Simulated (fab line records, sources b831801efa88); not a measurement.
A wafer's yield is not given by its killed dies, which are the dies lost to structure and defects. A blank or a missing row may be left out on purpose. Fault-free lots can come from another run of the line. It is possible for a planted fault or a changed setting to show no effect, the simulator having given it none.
A lot that was struck, set against a sound lot || flow sky130 || 18 steps out of a route of 708
Sound: wafers L123.2, L123.3, L123.5. Wafers L136.3, L136.4, L136.6 were the ones struck. The cause comes at the end.
For every step that has rows: the tool of each side, followed by ch and its chambers, followed by its first start. Under that, the readings that differ: sound wafers || struck wafers || difference of the means || sigmas: that difference in standard deviations of wafers without a fault.
alike: words and numbers the same on both sides, and readings whose means are apart by under 2 such deviations; not compared: readings that were withheld, readings missing a value for some wafer, numbers with overlapping values and no deviation given by the record, and bounds like >300 which may hide the same value.
Wherever a step has rows on one side only, a row that says differs or no value, or a row with sigmas, the two part there. When numbers do not overlap yet have no deviation, they are printed without sigmas and do not part them. A reading missing from all wafers of one side parts the sides only when that side holds two or more wafers.

first, 1 step without rows for these wafers: SKY_VT_ADJUST_PCH_IMPLANT_08.
SKY_VT_ADJUST_PCH_STRIP_09: strips in O2/N2.
  sound on plasma-asher-01 ch 0,1, day 10 04:37; struck on plasma-asher-01 ch 0,1, day 14 19:31
{"reading": "strip-time-to-endpoint-s (s)", "sound": "37.47 37.39 37.40", "struck": "37.27 37.14 37.11", "difference": -0.25, "sigmas": -3}
  alike: drypump-motor-current-A, oes-product-au
  not compared: rf-hours-counter-h
SKY_VT_ADJUST_PCH_TW_MEAS_10:
  sound on film-metro-01, day 10 04:44; struck on film-metro-04, day 14 19:35
  alike: VT_ADJUST_PCH_TW
then, 7 steps without rows for these wafers: SKY_SONOS_TUNNEL_DEHYDRATE_00 (time 60 s); SKY_SONOS_TUNNEL_HMDS_01 (prime time 60 s); SKY_SONOS_TUNNEL_COAT_02 (resist thk 1140 nm); SKY_SONOS_TUNNEL_SOFTBAKE_03 (time 60 s); SKY_SONOS_TUNNEL_EXPOSE_04 (exposes mask TUNM, target cd 410 nm); SKY_SONOS_TUNNEL_PEB_05; SKY_SONOS_TUNNEL_DEVELOP_06 (develop time 60 s).
SKY_SONOS_TUNNEL_CD_MEAS_07 targets a cd of 410 nm.
  sound on cd-sem-02, day 11 02:37; struck on cd-sem-01, day 15 22:26
  alike: cd-nm
SKY_SONOS_TUNNEL_OVL_MEAS_08:
  sound on overlay-02, day 11 02:43; struck on overlay-01, day 15 22:31
  alike: SONOS_TUNNEL_OVL
SKY_SONOS_TUNNEL_IMPLANT_09:
  sound on implanter-03 ch 0, day 11 02:46; struck on implanter-02 ch 0, day 15 22:35
then, 2 steps without rows for these wafers: SKY_SONOS_TUNNEL_WET_ETCH_10 (etches SiO2 in dHF, target depth 14 nm, time 280 s); SKY_SONOS_TUNNEL_STRIP_11 (strips in SPM, time 600 s).
SKY_SONOS_TUNNEL_TW_MEAS_12:
  sound on film-metro-03, day 11 03:10; struck on film-metro-03, day 15 22:58
{"reading": "SONOS_TUNNEL_TW", "sound": "199.3 198.1 198.3", "struck": "179.2 178.8 178.7", "difference": -19.7, "sigmas": -8}
then, 1 step without rows for these wafers: SKY_SONOS_TUNNEL_CLEAN_13 (cleans in dHF, time 20 s).
-- record jumps: 33 days separate the struck wafers' starts on either side; left off in module SONOS_TUNNEL, taken up again in module PAD_OPEN, whose first shown step is the route's number 708 --
SKY_PAD_OPEN_PROBE_99:
  sound on prober-01, day 45 10:43; struck on prober-02, day 49 03:06
{"reading": "killed_at_M4_up", "sound": "1 8 7", "struck": "3 2 0", "difference": -4, "sigmas": -2}
{"reading": "killed-open", "sound": "53 55 57", "struck": "47 32 38", "difference": -16, "sigmas": -2}
{"reading": "model.etest.tip-sonos.rs-ohm-sq-range", "sound": "16.56 49.19 57.85", "struck": "90.21 113.5 100.9", "difference": "+60.34", "sigmas": ""}
{"reading": "model.etest.sonos-uncharged.r-on-ohm-um", "sound": "800.8 816.1 803.6", "struck": "777.1 766.8 787", "difference": -29.9, "sigmas": ""}
{"reading": "model.etest.tip-sonos.rs-ohm-sq-rim-less-centre", "sound": "3.829 -30.9 -18.54", "struck": "46.26 55.07 44.95", "difference": "+63.96", "sigmas": ""}
{"reading": "model.etest.sonos-programmed.off-log10-a-um", "sound": "-14.02 -13.99 -13.94", "struck": "-13.02 -12.65 -13.37", "difference": "+0.97", "sigmas": ""}
{"reading": "model.etest.sonos-uncharged.vt-v (V)", "sound": "-0.4313 -0.4329 -0.434", "struck": "-0.5595 -0.5578 -0.5192", "difference": -0.1128, "sigmas": ""}
{"reading": "model.etest.sonos-baked.vt-v (V)", "sound": "1.054 1.042 1.004", "struck": "0.7982 0.7961 0.899", "difference": -0.2022, "sigmas": ""}
  alike: killed_at_M0_to_M3, killed-at-contacts, killed-at-front-end, killed-at-other, killed-dies, killed-short
  not compared: model.etest.sonos-erased.vt-v

## WHERE THEY PART
First at SKY_VT_ADJUST_PCH_STRIP_09; last, within this record, at SKY_PAD_OPEN_PROBE_99.

WHY: whatever the simulator had introduced
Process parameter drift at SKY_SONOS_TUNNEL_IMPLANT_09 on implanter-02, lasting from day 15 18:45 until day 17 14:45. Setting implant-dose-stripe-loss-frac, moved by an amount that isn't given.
